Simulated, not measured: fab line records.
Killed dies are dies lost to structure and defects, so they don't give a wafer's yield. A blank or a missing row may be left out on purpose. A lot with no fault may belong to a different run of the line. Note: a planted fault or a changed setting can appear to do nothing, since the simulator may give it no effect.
fab line records ; flow sky130
[record] lots = 14; wafers = 42; last_day = 50
route steps=708 shown RES_XHIGH@334 PAD_OPEN@708
lots that met no fault: from a run of the same line without faults
start_h: hours from the record's first day to the start of the lot's first wafer shown ; wait_h: time in hours since the lot's previous step ; " the same as in the row above ; L1.1+2: several wafers, shown together as one row ; - either no value or no given start ; * or withheld: withheld ; < > ~ a bound
route shown NAME@n: a module of which the file shows steps, and the number in the route of the first ; usual: average and standard deviation across the fault-free wafers ; same: alike in all rows ; chamber/n: place in a boat ; sites: per-site readings ; _std_site: standard deviation across them ; _edge_site: outer sites' mean less inner sites' ; radius_mm: how far each site lies from the wafer's centre ; mask NAME#n: copy n ; behind: tool/chamber where the wafer was last shaped ; hold: reason for holding the lot/hours on hold/outcome of the hold ; device: the n, p or np transistor that did not switch ; end of line: the same wafers' tests at the end of the route ; a step given without rows: its recipe and nothing more ; killed: the dies lost at the first sort to structure and to defects; this is not the yield of the wafer ; map: dies across one wafer; x = killed, . = not, _ = none there
set.NAME: the setting as run; set.NAME@STEP: as run at that earlier step ; model.NAME: the simulator's own value behind a step, which no gauge read
a sample of lots followed through the steps of the route, with each step as a table and each wafer as a row
[[steps]]
[step SKY_RES_XHIGH_COAT_02]
[recipe] resist = NOVOLAK; spin_rpm = 3000; resist_thk_nm = 1140
[usual] chill_plate_temp_C = 23.01/0.1; dispense_pressure_kPa = 49.2/1.1
lot.wafer;tool;chamber;start_h;wait_h;chill_plate_temp_C;dispense_pressure_kPa
L842.2;litho_track-02;0;602.11;0.1;23.00;49.4
L842.3;litho_track-02;0;602.11;0.1;23.14;49.5
L842.6;litho_track-02;0;602.11;0.1;22.85;49.5
L843.2;litho_track-02;0;614.26;0.1;23.12;49.5
L843.4;litho_track-02;0;614.26;0.1;23.28;49.4
L843.5;litho_track-02;0;614.26;0.1;23.04;49.5
L844.2;litho_track-03;0;622.33;0.1;22.99;51.1
L844.3;litho_track-03;0;622.33;0.1;23.10;51.0
L844.6;litho_track-03;0;622.33;0.1;23.08;51.0
L845.2;litho_track-02;0;636.46;0.1;22.97;49.4
L845.5;litho_track-02;0;636.46;0.1;22.95;49.5
L845.6;litho_track-02;0;636.46;0.1;22.91;49.5
L848.4;litho_track-02;0;655.21;0.1;22.91;49.5
L848.5;litho_track-02;0;655.21;0.1;22.97;49.5
L848.6;litho_track-02;0;655.21;0.1;22.89;49.5
L847.1;litho_track-04;0;656.53;0.1;22.86;48.0
L847.3;litho_track-04;0;656.53;0.1;23.11;48.0
L847.4;litho_track-04;0;656.53;0.1;22.86;48.0
L849.1;litho_track-03;0;666.05;0.1;23.01;51.0
L849.2;litho_track-03;0;666.05;0.1;23.23;51.0
L849.3;litho_track-03;0;666.05;0.1;22.99;51.0
L851.2;litho_track-02;0;681.66;0.1;23.06;49.5
L851.4;litho_track-02;0;681.66;0.1;23.19;49.4
L851.6;litho_track-02;0;681.66;0.1;23.03;49.5
L856.1;litho_track-03;-;719.80;0.1;-;-
L856.3;litho_track-03;-;719.80;0.1;-;-
L856.6;litho_track-03;-;719.80;0.1;-;-
L857.1;litho_track-04;-;741.53;0.1;-;-
L857.3;litho_track-04;-;741.53;0.1;-;-
L857.6;litho_track-04;-;741.53;0.1;-;-
L862.1;litho_track-04;0;769.93;0.1;23.00;47.9
L862.2;litho_track-04;0;769.93;0.1;23.00;48.0
L862.4;litho_track-04;0;769.93;0.1;23.10;47.9
L863.1;litho_track-02;0;776.99;0.1;22.89;49.4
L863.4;litho_track-02;0;776.99;0.1;23.05;49.5
L863.6;litho_track-02;0;776.99;0.1;23.02;49.5
L864.4;litho_track-04;0;781.56;0.1;23.13;48.0
L864.5;litho_track-04;0;781.56;0.1;22.96;48.0
L864.6;litho_track-04;0;781.56;0.1;23.13;48.0
L865.4;litho_track-04;0;787.71;0.1;22.96;47.9
L865.5;litho_track-04;0;787.71;0.1;22.99;48.0
L865.6;litho_track-04;0;787.71;0.1;23.09;47.9
[step SKY_PAD_OPEN_PROBE_99]
[usual] killed_at_M0_to_M3 = 42/7; killed_at_M4_up = 3.2/1.6; killed_at_contacts = 24/5.8; killed_at_front_end = 16/4.3; killed_at_other = 0.3/0.62; killed_dies = 86/9.5; killed_on_rim = 17/3.7; killed_open = 46/6.4; killed_short = 39/6.3
[same] gross_dies = 492; killed_at_back_side = 0
lot.wafer;tool;chamber;start_h;wait_h;killed_at_M0_to_M3;killed_at_M4_up;killed_at_contacts;killed_at_front_end;killed_at_other;killed_dies;killed_on_rim;killed_open;killed_short
L856.1;prober-02;-;1160.26;0.1;36;0;33;13;410;492;96;53;30
L856.3;prober-02;-;1160.36;0.2;42;5;26;11;408;492;96;48;35
L856.6;prober-02;-;1160.51;0.2;42;3;38;20;389;492;96;53;48
L857.1;prober-01;-;1171.86;0.1;40;3;21;19;409;492;96;45;39
L857.3;prober-01;-;1171.96;0.2;42;3;33;25;389;492;96;64;40
L857.6;prober-01;-;1172.11;0.2;51;3;21;15;402;492;96;49;43
L862.1;prober-02;-;1188.81;0.1;42;2;14;18;1;77;16;38;39
L862.2;prober-02;-;1188.86;0.1;40;1;23;19;0;83;17;42;41
L862.4;prober-02;-;1188.96;0.2;48;4;16;17;0;85;22;51;34
L863.1;prober-01;-;1193.97;0.1;32;3;20;16;1;72;14;35;37
L863.4;prober-01;-;1194.12;0.2;48;2;20;16;0;86;16;46;40
L863.6;prober-01;-;1194.22;0.2;42;0;29;14;0;85;20;45;39
// killed by level:class
L856.1 RES_XHIGH:area_expose=409 VIA1:geometric_particle:open=12 LI_CONTACT:geometric_particle:open=11 CONTACT:geometric_particle:open=9 VIA2:geometric_particle:open=5 LOCAL_INTERCONNECT:geometric_particle:short=5 POLY_GATE:geometric_particle:open=4 LI_CONTACT:geometric_particle:short=4
L856.3 RES_XHIGH:area_expose=408 VIA1:geometric_particle:open=13 CONTACT:geometric_particle:open=9 VIA2:geometric_particle:open=8 CONTACT:geometric_particle:short=6 LOCAL_INTERCONNECT:geometric_particle:short=5 VIA3:geometric_particle:open=5 POLY_GATE:geometric_particle:open=4
L856.6 RES_XHIGH:area_expose=389 CONTACT:geometric_particle:open=15 METAL2:geometric_particle:short=8 VIA2:geometric_particle:open=8 CONTACT:geometric_particle:short=7 VIA1:geometric_particle:short=7 VIA3:geometric_particle:open=7 LOCAL_INTERCONNECT:geometric_particle:short=6
L857.1 RES_XHIGH:area_expose=408 CONTACT:geometric_particle:open=10 VIA1:geometric_particle:open=7 FIELD_ISO:geometric_particle:short=6 LI_CONTACT:geometric_particle:open=6 VIA2:geometric_particle:open=6 METAL1:geometric_particle:short=6 METAL2:geometric_particle:short=5
L857.3 RES_XHIGH:area_expose=388 VIA1:geometric_particle:open=16 CONTACT:geometric_particle:open=11 LI_CONTACT:geometric_particle:open=10 FIELD_ISO:geometric_particle:short=7 FIELD_ISO:geometric_particle:open=6 LOCAL_INTERCONNECT:geometric_particle:short=6 VIA2:geometric_particle:open=6
L857.6 RES_XHIGH:area_expose=400 CONTACT:geometric_particle:open=12 VIA1:geometric_particle:open=12 VIA1:geometric_particle:short=10 VIA3:geometric_particle:open=6 FIELD_ISO:geometric_particle:short=5 METAL2:geometric_particle:short=5 VIA2:geometric_particle:open=5
L862.1 VIA3:geometric_particle:open=8 METAL1:geometric_particle:short=7 FIELD_ISO:geometric_particle:open=6 FIELD_ISO:geometric_particle:short=6 LI_CONTACT:geometric_particle:open=5 CONTACT:geometric_particle:open=5 VIA2:geometric_particle:short=5 METAL3:geometric_particle:short=5
L862.2 LI_CONTACT:geometric_particle:open=11 VIA1:geometric_particle:open=9 FIELD_ISO:geometric_particle:short=7 CONTACT:geometric_particle:open=7 VIA3:geometric_particle:open=7 POLY_GATE:geometric_particle:short=5 METAL3:geometric_particle:short=5 METAL1:geometric_particle:short=5
L862.4 VIA1:geometric_particle:open=11 VIA2:geometric_particle:open=9 LI_CONTACT:geometric_particle:open=7 FIELD_ISO:geometric_particle:short=6 FIELD_ISO:geometric_particle:open=6 CONTACT:geometric_particle:open=6 METAL2:geometric_particle:short=6 VIA3:geometric_particle:open=5
L863.1 CONTACT:geometric_particle:open=9 METAL2:geometric_particle:short=7 LI_CONTACT:geometric_particle:open=5 FIELD_ISO:geometric_particle:short=4 CONTACT:geometric_particle:short=4 METAL1:geometric_particle:short=4 METAL2:geometric_particle:open=4 VIA2:geometric_particle:open=4
L863.4 VIA1:geometric_particle:open=12 CONTACT:geometric_particle:open=10 METAL2:geometric_particle:short=10 METAL1:geometric_particle:short=7 VIA2:geometric_particle:open=6 FIELD_ISO:geometric_particle:open=5 POLY_GATE:geometric_particle:short=4 LI_CONTACT:geometric_particle:open=4
L863.6 CONTACT:geometric_particle:open=14 VIA1:geometric_particle:open=9 CONTACT:geometric_particle:short=7 FIELD_ISO:geometric_particle:open=5 VIA1:geometric_particle:short=5 VIA2:geometric_particle:open=4 METAL2:geometric_particle:short=4 VIA3:geometric_particle:open=4
[[key]]
[first_sign] step = SKY_RES_XHIGH_COAT_02; reading = tool_record; direction = missing
[effect] step = SKY_PAD_OPEN_PROBE_99; reading = killed_at_other; direction = up; sigmas = 99+; usual = 0.3; struck = 401.2
[more_kills_born_at] SKY_RES_XHIGH_EXPOSE_04@iline_stepper-01 = 2402
met_at SKY_RES_XHIGH_COAT_02
struck_lots L856,L857
tester_left_out L856,L857
onset_between 666.05 719.80
[fault] kind = skipped_step_whole; tool = litho_track-03,litho_track-04; chamber = -; onset_h = 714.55; steps = SKY_RES_XHIGH_COAT_02; scope = struck_lots_only
// tester_left_out: of these lots the tester's yield and bins aren't shown, on N5 and GAA mostly nor the transistor test; their killed dies are dies lost to structure and defects alone, not to doping, threshold or leakage, so they don't give the yield
